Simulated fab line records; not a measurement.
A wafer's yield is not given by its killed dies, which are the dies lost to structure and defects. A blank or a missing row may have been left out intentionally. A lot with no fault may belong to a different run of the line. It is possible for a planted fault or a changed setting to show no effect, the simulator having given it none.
fab line records -- flow sky130
[record] lots = 7, wafers = 21, lastDay = 50
route steps=708 shown SONOS_ONO@182 GATE_OXIDE@187
lots that met no fault: taken from a fault-free run of the same line
startH: hours from the record's opening day to when the first of the lot's shown wafers began -- waitH: hours elapsed since this lot's preceding step -- " unchanged from the row above -- L1.1+2: a row that stands for several wafers -- - value missing, or start not given -- * or withheld: withheld -- < > ~ a bound
route shown NAME@n: names a module that has steps shown in the file, with the first one's number in the route -- usual: mean/standard deviation of fault-free wafers -- same: alike in all rows -- chamber/n: place in a boat -- sites: each site's reading -- _std_site: the standard deviation of these -- _edge_site: outer sites' mean less inner sites' -- radiusMm: for every site, how far away it sits from the centre of the wafer -- mask NAME#n: copy n -- behind: the most recent tool/chamber to have shaped the wafer -- hold: why the lot was held/for how many hours/how that ended -- device: whichever transistor did not switch (one of n, p or np) -- end of line: tests of these same wafers at the route's end -- for a step that has no rows: nothing shown but its recipe -- killed: at the first sort, the dies lost to defects and structure; wafer yield is something else -- map: shows each die of a wafer: x if killed, . if not, _ if none is there
set.NAME: the setting as run; set.NAME@STEP: as run at that earlier step -- model.NAME: the simulator's own value behind a step, which no gauge read
certain route steps with their lots: each step a table, each wafer a row
services: a tool's chamber out of use, with start hour (startH, from the record's first day; less than 0 if before it), hours out, and reason
[[steps]]
[step SKY_SONOS_ONO_OVL_MEAS_14]
[usual] SONOS_ONO_OVL = -1.7/1.5
lot.wafer,tool,chamber,startH,waitH,SONOS_ONO_OVL[nm]
L792.1,overlay-01,-,366.26,0.1,-2.6
L792.4,overlay-01,-,366.26,0.1,-3.7
L792.5,overlay-01,-,366.26,0.1,-4.1
L793.1,overlay-02,-,368.40,0.1,-0.7
L793.4,overlay-02,-,368.40,0.1,-0.7
L793.5,overlay-02,-,368.40,0.1,-2.6
L800.3,overlay-02,-,423.15,0.1,-1.7
L800.4,overlay-02,-,423.15,0.1,-3.4
L800.6,overlay-02,-,423.15,0.1,0.1
L802.1,overlay-02,-,438.40,0.1,-4.0
L802.3,overlay-02,-,438.40,0.1,-2.8
L802.6,overlay-02,-,438.40,0.1,-2.1
L803.3,overlay-02,-,441.56,0.1,-1.6
L803.4,overlay-02,-,441.56,0.1,-1.4
L803.5,overlay-02,-,441.56,0.1,0.3
L804.2,overlay-01,-,447.45,0.1,-0.9
L804.3,overlay-01,-,447.45,0.1,-2.7
L804.4,overlay-01,-,447.45,0.1,-0.4
L807.1,overlay-02,-,474.00,0.1,0.3
L807.2,overlay-02,-,474.00,0.1,0.1
L807.3,overlay-02,-,474.00,0.1,-1.5
[step SKY_SONOS_ONO_ETCH_15]
[recipe] targetDepthNm = 19.52, chemistry = CHF3/O2, sourceW = 600, biasW = 200, pressureMtorr = 40, chf3FlowSccm = 50, O2_flow_sccm = 5, timeS = 7.8
[usual] drypumpMotorCurrentA = 5.7/0.53, oesProductAu = 1.007/0.0071, throttleValvePct = 8.826/0.0089
lot.wafer,tool,chamber,startH,waitH,drypumpMotorCurrentA,oesProductAu,rfHoursCounterH,throttleValvePct
L792.1,rieDiel-01,2,366.30,0.0,5.6,1.011,92,8.818
L792.4,rieDiel-01,1,366.30,0.0,5.6,1.012,72,8.824
L792.5,rieDiel-01,2,366.30,0.0,5.6,1.002,-,8.824
L793.1,rieDiel-01,3,368.44,0.0,5.9,1.006,107,8.830
L793.4,rieDiel-01,0,368.44,0.0,5.0,1.022,3,8.842
L793.5,rieDiel-01,1,368.44,0.0,5.6,1.023,-,8.835
L800.3,rieDiel-01,0,423.18,0.0,5.0,1.002,5,8.833
L800.4,rieDiel-01,2,423.18,0.0,5.7,1.008,-,8.816
L800.6,rieDiel-01,0,423.18,0.0,5.0,1.004,-,8.825
L802.1,rieDiel-02,1,438.43,0.0,5.5,0.997,94,8.816
L802.3,rieDiel-02,2,438.43,0.0,5.5,1.007,7,8.839
L802.6,rieDiel-02,3,438.43,0.0,6.8,0.998,-,8.810
L803.3,rieDiel-02,1,441.58,0.0,5.5,1.008,94,8.845
L803.4,rieDiel-02,2,441.58,0.0,5.5,1.003,7,8.826
L803.5,rieDiel-02,3,441.58,0.0,6.8,1.006,-,8.820
L804.2,rieDiel-03,1,447.48,0.0,5.4,1.005,100,8.816
L804.3,rieDiel-03,0,447.48,0.0,6.3,1.008,12,8.817
L804.4,rieDiel-03,2,447.48,0.0,5.1,1.001,1,8.828
L807.1,rieDiel-03,2,474.03,0.0,5.1,0.994,2,8.829
L807.2,rieDiel-03,3,474.03,0.0,5.2,1.006,28,8.819
L807.3,rieDiel-03,0,474.03,0.0,6.3,1.009,12,8.816
[step SKY_SONOS_ONO_WET_ETCH_16]
[recipe] chemistry = dHF, targetDepthNm = 14, dry = n2Spin, target = SiO2, dilution = 100:1, tempC = 25, timeS = 280
[step SKY_SONOS_ONO_STRIP_17]
[recipe] chemistry = O2/N2, powerW = 1400, pressureMtorr = 1500, platenTempC = withheld, o2FlowSccm = 3000, n2FlowSccm = 300, overashFraction = 0.5
[usual] drypumpMotorCurrentA = 5.61/0.23, oesProductAu = 0.710/0.0043, stripTimeToEndpointS = 14.10/0.042
lot.wafer,tool,chamber,startH,waitH,drypumpMotorCurrentA,oesProductAu,rfHoursCounterH,stripTimeToEndpointS
L792.1,plasmaAsher-03,0,366.41,0.0,5.43,0.708,68,14.05
L792.4,plasmaAsher-03,0,366.41,0.0,5.42,0.708,-,14.04
L792.5,plasmaAsher-03,1,366.41,0.0,5.82,0.714,-,14.00
L793.1,plasmaAsher-03,0,368.55,0.0,5.40,0.715,68,14.03
L793.4,plasmaAsher-03,0,368.55,0.0,5.38,0.707,-,14.07
L793.5,plasmaAsher-03,0,368.55,0.0,5.43,0.719,-,14.05
L800.3,plasmaAsher-04,0,423.34,0.1,5.69,0.704,-,14.10
L800.4,plasmaAsher-04,1,423.34,0.1,5.29,0.711,-,14.13
L800.6,plasmaAsher-04,0,423.34,0.1,5.70,0.708,-,14.12
L802.1,plasmaAsher-04,1,438.54,0.0,5.29,0.712,31,14.13
L802.3,plasmaAsher-04,0,438.54,0.0,5.69,0.703,-,14.08
L802.6,plasmaAsher-04,1,438.54,0.0,5.30,0.712,-,14.09
L803.3,plasmaAsher-02,1,441.73,0.0,5.74,0.712,-,14.14
L803.4,plasmaAsher-02,0,441.73,0.0,5.91,0.709,-,14.14
L803.5,plasmaAsher-02,1,441.73,0.0,5.73,0.708,-,14.10
L804.2,plasmaAsher-04,1,447.58,0.0,5.26,0.705,32,14.07
L804.3,plasmaAsher-04,0,447.58,0.0,5.70,0.711,-,14.05
L804.4,plasmaAsher-04,1,447.58,0.0,5.31,0.710,-,14.14
L807.1,plasmaAsher-02,1,474.14,0.0,5.73,0.710,73,14.12
L807.2,plasmaAsher-02,0,474.14,0.0,5.90,0.710,73,14.12
L807.3,plasmaAsher-02,0,474.14,0.0,5.90,0.707,-,14.14
[step SKY_SONOS_ONO_WET_ETCH_18]
[recipe] chemistry = H3PO4, targetDepthNm = 15, target = Si3N4, tempC = 160, timeS = 172
[step SKY_GATE_OXIDE_CLEAN_00]
[recipe] chemistry = SC1/SC2, mix = 1:4:20, tempC = 70, timeS = 150, dry = n2Spin
[step SKY_GATE_OXIDE_OXIDATION_01]
[recipe] tempC = 900, ambient = O2, stabiliseS = 600, purgeS = 300, targetThkA = 102.68, oxTimeS = 1473
[step SKY_GATE_OXIDE_THK_MEAS_02]
[recipe] reads = SiO2_of_GATE_OXIDE_OXIDATION_01
[usual] GATE_OXIDE_OXIDATION_00_THK = 10.23/0.2
lot.wafer,tool,chamber,startH,waitH,GATE_OXIDE_OXIDATION_00_THK[nm]
L792.1,filmMetro-03,-,371.96,0.0,10.11
L792.4,filmMetro-03,-,371.96,0.0,9.89
L792.5,filmMetro-03,-,371.96,0.0,10.06
L793.1,filmMetro-01,-,372.02,0.1,10.42
L793.4,filmMetro-01,-,372.02,0.1,10.40
L793.5,filmMetro-01,-,372.02,0.1,10.34
L800.3,filmMetro-01,-,425.14,0.0,10.59
L800.4,filmMetro-01,-,425.14,0.0,10.47
L800.6,filmMetro-01,-,425.14,0.0,10.62
L802.1,filmMetro-02,-,440.42,0.0,10.30
L802.3,filmMetro-02,-,440.42,0.0,10.29
L802.6,filmMetro-02,-,440.42,0.0,10.35
L803.3,filmMetro-03,-,443.35,0.0,10.22
L803.4,filmMetro-03,-,443.35,0.0,10.24
L803.5,filmMetro-03,-,443.35,0.0,10.26
L804.2,filmMetro-02,-,449.98,0.0,10.05
L804.3,filmMetro-02,-,449.98,0.0,10.14
L804.4,filmMetro-02,-,449.98,0.0,9.94
L807.1,filmMetro-02,-,475.75,0.0,10.10
L807.2,filmMetro-02,-,475.75,0.0,9.98
L807.3,filmMetro-02,-,475.75,0.0,10.30
[step SKY_GATE_OXIDE_DEHYDRATE_03]
[recipe] tempC = 200, timeS = 60
[step SKY_GATE_OXIDE_HMDS_04]
[recipe] primeTimeS = 60, primeTempC = 120
[step SKY_GATE_OXIDE_COAT_05]
[recipe] resist = NOVOLAK, spinRpm = 3000, resistThkNm = 1140
[step SKY_GATE_OXIDE_SOFTBAKE_06]
[recipe] tempC = 90, timeS = 60, resist = NOVOLAK
[step SKY_GATE_OXIDE_EXPOSE_07]
[recipe] maskId = LVOM, na = 0.6, sourceShape = conventional, sigmaOuter = 0.6, polarization = unpolarized, targetCdNm = 600, doseMj = 170
lot.wafer,tool,chamber,startH,waitH,mask,model.GATE_OXIDE.overlayXNm
L792.1+4+5,ilineStepper-01,0,386.65,-,LVOM#0,0.4788
L793.1+4+5,ilineStepper-02,0,387.01,-,LVOM#0,1.032
L800.3+4+6,ilineStepper-01,0,441.27,-,LVOM#0,-117
L802.1+3+6,ilineStepper-01,0,455.66,-,LVOM#0,-116.9
L803.3+4+5,ilineStepper-01,0,458.36,-,LVOM#0,-116.8
L804.2+3+4,ilineStepper-02,0,465.58,-,LVOM#0,1.503
L807.1+2+3,ilineStepper-02,0,490.96,-,LVOM#0,-1.903
[step SKY_GATE_OXIDE_PEB_08]
[recipe] tempC = withheld, timeS = *, resist = NOVOLAK
[step SKY_GATE_OXIDE_DEVELOP_09]
[recipe] resist = NOVOLAK, developer = TMAH, developTimeS = 60, devTempC = 23
[step SKY_GATE_OXIDE_OVL_MEAS_10]
[usual] GATE_OXIDE_OVL = -0.1/1
lot.wafer,tool,chamber,startH,waitH,GATE_OXIDE_OVL[nm]
L792.1,overlay-02,-,400.07,0.1,1.4
L792.4,overlay-02,-,400.07,0.1,1.8
L792.5,overlay-02,-,400.07,0.1,-0.3
L793.1,overlay-01,-,400.18,0.1,-0.9
L793.4,overlay-01,-,400.18,0.1,-0.4
L793.5,overlay-01,-,400.18,0.1,-0.3
L800.3,overlay-01,-,455.85,0.1,-116.5
L800.4,overlay-01,-,455.85,0.1,-116.7
L800.6,overlay-01,-,455.85,0.1,-116.5
L802.1,overlay-01,-,471.52,0.1,-116.7
L802.3,overlay-01,-,471.52,0.1,-116.5
L802.6,overlay-01,-,471.52,0.1,-115.7
L803.3,overlay-01,-,473.80,0.1,-117.0
L803.4,overlay-01,-,473.80,0.1,-116.9
L803.5,overlay-01,-,473.80,0.1,-117.4
L804.2,overlay-02,-,481.08,0.1,0.1
L804.3,overlay-02,-,481.08,0.1,1.1
L804.4,overlay-02,-,481.08,0.1,0.8
L807.1,overlay-01,-,506.48,0.1,-0.6
L807.2,overlay-01,-,506.48,0.1,-1.5
L807.3,overlay-01,-,506.48,0.1,-0.6
[step SKY_GATE_OXIDE_IMPLANT_11]
[recipe] species = B, energyKev = 10, doseCm2 = 2.6e+12, tiltDeg = withheld
[[services]]
tool,chamber,startH,hours,kind
rieDiel-03,2,352.08,-,clean
rieDiel-03,2,352.08,15.3,scheduledDown
rieDiel-03,2,352.08,15.3,ventCycle
ilineStepper-02,-,393.26,0.7,repair
plasmaAsher-02,-,396.30,31.3,pm
rieDiel-01,3,398.42,-,clean
rieDiel-01,3,398.42,25.1,scheduledDown
rieDiel-01,3,398.42,25.1,ventCycle
plasmaAsher-03,-,421.25,9.0,pm
plasmaAsher-03,0,421.25,9.0,ventCycle
plasmaAsher-03,1,421.25,9.0,ventCycle
rieDiel-03,-,422.04,0.5,repair
plasmaAsher-04,-,427.30,2.5,repair
plasmaAsher-03,0,430.25,-,clean
plasmaAsher-03,1,430.25,-,clean
ilineStepper-02,-,430.87,1.7,pm
ilineStepper-01,-,459.32,1.7,pm
plasmaAsher-02,-,460.99,2.3,repair
ilineStepper-01,-,467.64,8.9,repair
rieDiel-01,2,473.85,-,clean
rieDiel-01,2,473.85,29.0,scheduledDown
rieDiel-01,2,473.85,29.0,ventCycle
rieDiel-03,3,474.25,2.3,repair
rieDiel-02,3,475.34,3.1,repair
[[key]]
[firstSign] step = SKY_GATE_OXIDE_OVL_MEAS_10, reading = GATE_OXIDE_OVL, direction = down, sigmas = 99+, usual = -0.1, struck = -116.7
effect none on later readings
[modelEffect] step = SKY_GATE_OXIDE_EXPOSE_07, value = GATE_OXIDE.overlayXNm, without = -0.02521, struck = -116.9
metAt SKY_GATE_OXIDE_EXPOSE_07
struckWafers L800.3,L800.4,L800.6,L802.1,L802.3,L802.6,L803.3,L803.4,L803.5
rowsEnd L800.3,L800.4,L800.6,L802.1,L802.3,L802.6,L803.3,L803.4,L803.5
onsetBetween 386.65 441.27
[fault] kind = scannerMatchingOverlay, tool = ilineStepper-01, chamber = -, onsetH = 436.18, steps = SKY_GATE_OXIDE_EXPOSE_07, offset = -116.85
// rowsEnd: these wafers met a further fault down the route, and their rows from its step on are left out
